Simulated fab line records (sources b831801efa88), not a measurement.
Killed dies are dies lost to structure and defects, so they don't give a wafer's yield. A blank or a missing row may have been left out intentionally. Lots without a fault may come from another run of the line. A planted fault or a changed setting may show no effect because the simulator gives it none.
fab line records -- flow sky130
record: lots: 5, wafers: 15, last_day: 50
route steps=708 shown VIA1@478 METAL2@483
lots that met no fault: taken from a fault-free run of the same line
start_h: the number of hours between the record's first day and the start of the first shown wafer of the lot -- wait_h: hours elapsed since this lot's preceding step -- " same as the row above -- L1.1+2: a single row standing in for several wafers -- - no value present, or no start provided -- * or withheld: withheld -- < > ~ a bound
route shown NAME@n: a module of which the file shows steps, and the number in the route of the first -- usual: mean/standard deviation taken from wafers without a fault -- same: alike in all rows -- chamber/n: place in a boat -- sites: the reading at each site -- _std_site: the standard deviation of these -- _edge_site: mean of outer sites minus mean of inner sites -- radius_mm: how far each site lies from the wafer's centre -- mask NAME#n: copy n -- behind: the last tool/chamber to shape the wafer -- hold: the reason the lot was held/the length of the hold in hours/how it ended -- device: names the non-switching transistor (n, p or np) -- end of line: at the end of the route, the tests of the same wafers -- for a step that has no rows: nothing shown but its recipe -- killed: count of dies lost to structure and defects at first sort (not the wafer's yield) -- map: the dies of a wafer, with x for killed, . for not killed, _ for no die there
set.NAME: the setting that was run; set.NAME@STEP: the one run at that earlier step -- model.NAME: the simulator's own value behind a step, which no gauge read
lots at some steps of the route; a table a step, a row a wafer
services: the hour from which a tool's chamber was out of use, counted from the record's first day as start_h (under 0 if before that day), plus the number of hours and why
== steps ==
step: SKY_VIA1_SPUTTER_20
recipe: material: TiN, target_thk_nm: 20, chamber_pressure_pa: 5, power_w: 4000, time_s: 80
usual: cathode_dc_power_W: 4000.1/0.81, throttle_valve_pct: 30.4/1.1
lot.wafer,tool,chamber,start_h,wait_h,cathode_dc_power_W,throttle_valve_pct
L080.1,pvd_sputter-02,-,908.21,0.0,3999.3,29.8
L080.5,pvd_sputter-02,-,908.21,0.0,4001.2,29.2
L080.6,pvd_sputter-02,-,908.21,0.0,4001.1,31.2
L093.1,pvd_sputter-03,-,929.60,0.0,4000.1,31.2
L093.3,pvd_sputter-03,-,929.60,0.0,4001.2,31.3
L093.4,pvd_sputter-03,-,929.60,0.0,4002.5,32.0
L094.2,pvd_sputter-02,-,931.84,0.0,4001.0,29.0
L094.4,pvd_sputter-02,-,931.84,0.0,4001.1,29.7
L094.5,pvd_sputter-02,-,931.84,0.0,4001.0,29.9
L095.2,pvd_sputter-01,-,934.44,0.0,3999.5,28.7
L095.3,pvd_sputter-01,-,934.44,0.0,4000.1,28.9
L095.6,pvd_sputter-01,-,934.44,0.0,3999.7,29.1
L097.1,pvd_sputter-02,-,959.70,0.0,4000.2,30.9
L097.2,pvd_sputter-02,-,959.70,0.0,3999.7,29.9
L097.5,pvd_sputter-02,-,959.70,0.0,4000.3,29.7
step: SKY_VIA1_CVD_21
recipe: material: W, target_thk_nm: 270, time_s: 80.902, temp_c: 400, pressure_torr: 40
usual: heater_power_w: 735/45
lot.wafer,tool,chamber,start_h,wait_h,heater_power_w
L080.1,cvd_w-01,0,909.62,1.4,702
L080.5,cvd_w-01,1,909.62,1.4,750
L080.6,cvd_w-01,0,909.62,1.4,700
L093.1,cvd_w-01,1,929.66,0.0,771
L093.3,cvd_w-01,0,929.66,0.0,684
L093.4,cvd_w-01,1,929.66,0.0,758
L094.2,cvd_w-01,0,931.90,0.0,711
L094.4,cvd_w-01,1,931.90,0.0,745
L094.5,cvd_w-01,1,931.90,0.0,739
L095.2,cvd_w-02,0,934.50,0.0,752
L095.3,cvd_w-02,0,934.50,0.0,744
L095.6,cvd_w-02,0,934.50,0.0,756
L097.1,cvd_w-01,1,959.77,0.0,757
L097.2,cvd_w-01,0,959.77,0.0,699
L097.5,cvd_w-01,0,959.77,0.0,709
step: SKY_VIA1_RS_MEAS_22
recipe: thk_meas_gauge: four-point-probe, reads: W_of_VIA1_CVD_21+TiN_of_VIA1_SPUTTER_20
usual: VIA1_W_RS: 0.424/0.0043
lot.wafer,tool,chamber,start_h,wait_h,VIA1_W_RS[ohm/sq]
L080.1,film_metro-03,-,909.71,0.1,0.426
L080.5,film_metro-03,-,909.71,0.1,0.430
L080.6,film_metro-03,-,909.71,0.1,0.422
L093.1,film_metro-04,-,929.75,0.1,0.426
L093.3,film_metro-04,-,929.75,0.1,0.423
L093.4,film_metro-04,-,929.75,0.1,0.426
L094.2,film_metro-04,-,932.01,0.1,0.417
L094.4,film_metro-04,-,932.01,0.1,0.425
L094.5,film_metro-04,-,932.01,0.1,0.422
L095.2,film_metro-03,-,934.61,0.1,0.416
L095.3,film_metro-03,-,934.61,0.1,0.419
L095.6,film_metro-03,-,934.61,0.1,0.418
L097.1,film_metro-04,-,959.86,0.1,0.428
L097.2,film_metro-04,-,959.86,0.1,0.424
L097.5,film_metro-04,-,959.86,0.1,0.415
step: SKY_VIA1_THK_MEAS_23
recipe: thk_meas_gauge: xrf, reads: W_of_VIA1_CVD_21
usual: VIA1_W_THK: 268/3.4
lot.wafer,tool,chamber,start_h,wait_h,VIA1_W_THK[nm]
L080.1,film_metro-03,-,909.83,0.1,268
L080.5,film_metro-03,-,909.83,0.1,265
L080.6,film_metro-03,-,909.83,0.1,268
L093.1,film_metro-04,-,929.87,0.1,268
L093.3,film_metro-04,-,929.87,0.1,269
L093.4,film_metro-04,-,929.87,0.1,266
L094.2,film_metro-04,-,932.12,0.1,272
L094.4,film_metro-04,-,932.12,0.1,267
L094.5,film_metro-04,-,932.12,0.1,270
L095.2,film_metro-03,-,934.72,0.1,271
L095.3,film_metro-03,-,934.72,0.1,267
L095.6,film_metro-03,-,934.72,0.1,268
L097.1,film_metro-04,-,959.98,0.1,267
L097.2,film_metro-04,-,959.98,0.1,268
L097.5,film_metro-04,-,959.98,0.1,275
step: SKY_VIA1_CMP_24
recipe: stop_on: SiO2, t_overpolish_s: 15, down_force_psi: 3.5, platen_rpm: 60, target_thk_nm: 0, pad_velocity_m_s: 0.94248
usual: edge_zone_pressure_frac: 1.000/0.005, motor_current_A: 10.9/1, overpolish_run_s: 14.999/0.0084, time_to_endpoint_s: 65/4.3
lot.wafer,tool,chamber,start_h,wait_h,edge_zone_pressure_frac,motor_current_A,overpolish_run_s,time_to_endpoint_s
L080.1,cmp-02,3,910.44,0.6,0.995,11.8,14.996,69
L080.5,cmp-02,0,910.44,0.6,0.999,10.0,14.994,71
L080.6,cmp-02,1,910.44,0.6,1.000,10.0,15.003,61
L093.4,cmp-01,3,929.93,0.0,1.004,10.7,14.997,66
L093.3,cmp-01,0,929.93,0.0,1.001,11.9,14.990,67
L093.1,cmp-01,1,929.93,0.0,1.007,10.3,15.003,67
L094.4,cmp-01,1,932.17,0.0,1.001,9.3,15.003,65
L094.2,cmp-01,0,932.17,0.0,1.000,12.0,15.001,66
L094.5,cmp-01,1,932.17,0.0,0.998,9.7,15.002,64
L095.2,cmp-01,0,934.82,0.1,1.001,12.0,14.996,63
L095.3,cmp-01,1,934.82,0.1,1.002,10.4,15.014,65
L095.6,cmp-01,3,934.82,0.1,0.995,10.9,14.997,61
L097.2,cmp-02,3,960.09,0.1,0.997,11.6,14.988,70
L097.1,cmp-02,1,960.09,0.1,1.011,10.2,15.006,62
L097.5,cmp-02,3,960.09,0.1,0.996,11.1,14.999,71
step: SKY_METAL2_SPUTTER_00
recipe: material: Ti, target_thk_nm: 15, power_w: 3000, time_s: 10, chamber_pressure_pa: 0.4
usual: cathode_dc_power_W: 2999.9/0.56, throttle_valve_pct: 29.9/1.1
lot.wafer,tool,chamber,start_h,wait_h,cathode_dc_power_W,throttle_valve_pct
L080.1,pvd_sputter-01,-,910.59,0.1,3000.2,29.0
L080.5,pvd_sputter-01,-,910.59,0.1,2998.9,29.0
L080.6,pvd_sputter-01,-,910.59,0.1,3000.2,28.8
L093.1,pvd_sputter-01,-,930.23,0.1,2999.7,28.9
L093.3,pvd_sputter-01,-,930.23,0.1,3000.5,28.9
L093.4,pvd_sputter-01,-,930.23,0.1,2999.0,30.5
L094.2,pvd_sputter-01,-,932.47,0.1,2999.6,30.7
L094.4,pvd_sputter-01,-,932.47,0.1,3000.3,29.0
L094.5,pvd_sputter-01,-,932.47,0.1,2999.0,29.0
L095.2,pvd_sputter-03,-,935.07,0.2,3000.3,31.7
L095.3,pvd_sputter-03,-,935.07,0.2,3000.0,31.5
L095.6,pvd_sputter-03,-,935.07,0.2,2999.4,31.5
L097.1,pvd_sputter-01,-,960.34,0.1,3000.7,30.8
L097.2,pvd_sputter-01,-,960.34,0.1,3000.6,28.8
L097.5,pvd_sputter-01,-,960.34,0.1,3000.7,28.8
step: SKY_METAL2_SPUTTER_01
recipe: material: TiN, target_thk_nm: 20, power_w: 6500, time_s: 16.7, chamber_pressure_pa: 0.4
usual: cathode_dc_power_W: 6500.1/1.2, throttle_valve_pct: 29.9/1.1
lot.wafer,tool,chamber,start_h,wait_h,cathode_dc_power_W,throttle_valve_pct
L080.1,pvd_sputter-01,-,910.62,0.0,6499.4,28.5
L080.5,pvd_sputter-01,-,910.62,0.0,6501.2,28.9
L080.6,pvd_sputter-01,-,910.62,0.0,6498.9,28.8
L093.1,pvd_sputter-01,-,930.26,0.0,6498.2,28.8
L093.3,pvd_sputter-01,-,930.26,0.0,6500.9,28.8
L093.4,pvd_sputter-01,-,930.26,0.0,6499.3,30.5
L094.2,pvd_sputter-01,-,932.49,0.0,6500.4,30.6
L094.4,pvd_sputter-01,-,932.49,0.0,6500.1,28.9
L094.5,pvd_sputter-01,-,932.49,0.0,6500.3,28.8
L095.2,pvd_sputter-03,-,935.09,0.0,6500.1,31.9
L095.3,pvd_sputter-03,-,935.09,0.0,6499.7,31.7
L095.6,pvd_sputter-03,-,935.09,0.0,6497.2,31.5
L097.1,pvd_sputter-01,-,960.36,0.0,6500.3,30.7
L097.2,pvd_sputter-01,-,960.36,0.0,6499.9,28.7
L097.5,pvd_sputter-01,-,960.36,0.0,6499.3,28.7
step: SKY_METAL2_SPUTTER_02
recipe: material: AlCu, target_thk_nm: 250, power_w: 10600, time_s: 13.3, chamber_pressure_pa: 0.4
usual: cathode_dc_power_W: 10600/2, throttle_valve_pct: 29.9/1.1
lot.wafer,tool,chamber,start_h,wait_h,cathode_dc_power_W,throttle_valve_pct
L080.1,pvd_sputter-01,-,910.64,0.0,10600,28.9
L080.5,pvd_sputter-01,-,910.64,0.0,10601,28.8
L080.6,pvd_sputter-01,-,910.64,0.0,10604,28.5
L093.1,pvd_sputter-01,-,930.28,0.0,10600,28.8
L093.3,pvd_sputter-01,-,930.28,0.0,10600,29.2
L093.4,pvd_sputter-01,-,930.28,0.0,10597,30.6
L094.2,pvd_sputter-01,-,932.52,0.0,10602,30.5
L094.4,pvd_sputter-01,-,932.52,0.0,10601,29.3
L094.5,pvd_sputter-01,-,932.52,0.0,10602,29.0
L095.2,pvd_sputter-03,-,935.12,0.0,10600,32.0
L095.3,pvd_sputter-03,-,935.12,0.0,10599,31.6
L095.6,pvd_sputter-03,-,935.12,0.0,10599,31.4
L097.1,pvd_sputter-01,-,960.39,0.0,10604,30.7
L097.2,pvd_sputter-01,-,960.39,0.0,10602,28.8
L097.5,pvd_sputter-01,-,960.39,0.0,10600,28.8
step: SKY_METAL2_SPUTTER_03
recipe: material: Ti, target_thk_nm: 5, power_w: 3000, time_s: 3.3, chamber_pressure_pa: 0.4
usual: cathode_dc_power_W: 3000.0/0.57, throttle_valve_pct: 29.9/1.1
lot.wafer,tool,chamber,start_h,wait_h,cathode_dc_power_W,throttle_valve_pct
L080.1,pvd_sputter-01,-,910.67,0.0,3000.7,28.4
L080.5,pvd_sputter-01,-,910.67,0.0,3000.1,28.8
L080.6,pvd_sputter-01,-,910.67,0.0,3000.0,28.5
L093.1,pvd_sputter-01,-,930.31,0.0,2998.8,28.8
L093.3,pvd_sputter-01,-,930.31,0.0,3000.0,28.9
L093.4,pvd_sputter-01,-,930.31,0.0,2999.9,30.6
L094.2,pvd_sputter-01,-,932.54,0.0,3000.0,30.5
L094.4,pvd_sputter-01,-,932.54,0.0,2999.1,29.0
L094.5,pvd_sputter-01,-,932.54,0.0,2999.9,28.8
L095.2,pvd_sputter-03,-,935.14,0.0,3000.6,32.0
L095.3,pvd_sputter-03,-,935.14,0.0,2999.2,31.5
L095.6,pvd_sputter-03,-,935.14,0.0,3000.3,31.4
L097.1,pvd_sputter-01,-,960.41,0.0,3000.6,30.4
L097.2,pvd_sputter-01,-,960.41,0.0,3000.5,29.0
L097.5,pvd_sputter-01,-,960.41,0.0,3001.0,28.9
step: SKY_METAL2_SPUTTER_04
recipe: material: TiN, target_thk_nm: 70, power_w: 6500, time_s: 58.3, chamber_pressure_pa: 0.4
usual: cathode_dc_power_W: 6500.1/1.2, throttle_valve_pct: 29.9/1.1
lot.wafer,tool,chamber,start_h,wait_h,cathode_dc_power_W,throttle_valve_pct
L080.1,pvd_sputter-01,-,910.69,0.0,6501.1,28.6
L080.5,pvd_sputter-01,-,910.69,0.0,6499.6,28.8
L080.6,pvd_sputter-01,-,910.69,0.0,6498.4,28.6
L093.1,pvd_sputter-01,-,930.33,0.0,6500.8,28.9
L093.3,pvd_sputter-01,-,930.33,0.0,6503.8,28.8
L093.4,pvd_sputter-01,-,930.33,0.0,6502.0,30.4
L094.2,pvd_sputter-01,-,932.56,0.0,6499.3,30.5
L094.4,pvd_sputter-01,-,932.56,0.0,6500.4,28.6
L094.5,pvd_sputter-01,-,932.56,0.0,6500.3,28.6
L095.2,pvd_sputter-03,-,935.16,0.0,6500.9,32.0
L095.3,pvd_sputter-03,-,935.16,0.0,6498.9,31.2
L095.6,pvd_sputter-03,-,935.16,0.0,6500.6,31.3
L097.1,pvd_sputter-01,-,960.43,0.0,6501.8,30.6
L097.2,pvd_sputter-01,-,960.43,0.0,6498.9,28.7
L097.5,pvd_sputter-01,-,960.43,0.0,6499.5,28.9
== services ==
tool,chamber,start_h,hours,kind
cvd_w-01,-,902.20,6.9,pm
cvd_w-02,-,904.00,14.0,pm
cvd_w-02,0,904.00,14.0,vent_cycle
cvd_w-02,1,904.00,14.0,vent_cycle
pvd_sputter-02,1,911.35,-,consumable_replace:kit
pvd_sputter-02,1,911.35,18.0,scheduled_down
pvd_sputter-02,1,911.35,18.0,vent_cycle
cmp-01,-,912.01,4.0,pm
cmp-01,-,916.01,-,consumable_replace:conditioner
cmp-01,-,916.01,-,consumable_replace:pad
cvd_w-02,-,918.00,4.3,pm
cvd_w-02,0,918.00,-,clean
cvd_w-02,1,918.00,-,clean
pvd_sputter-03,-,946.46,7.9,repair
pvd_sputter-01,-,946.49,1.5,repair
pvd_sputter-01,0,958.13,-,consumable_replace:kit
pvd_sputter-01,0,958.13,18.0,scheduled_down
pvd_sputter-01,0,958.13,18.0,vent_cycle
== key ==
fault none
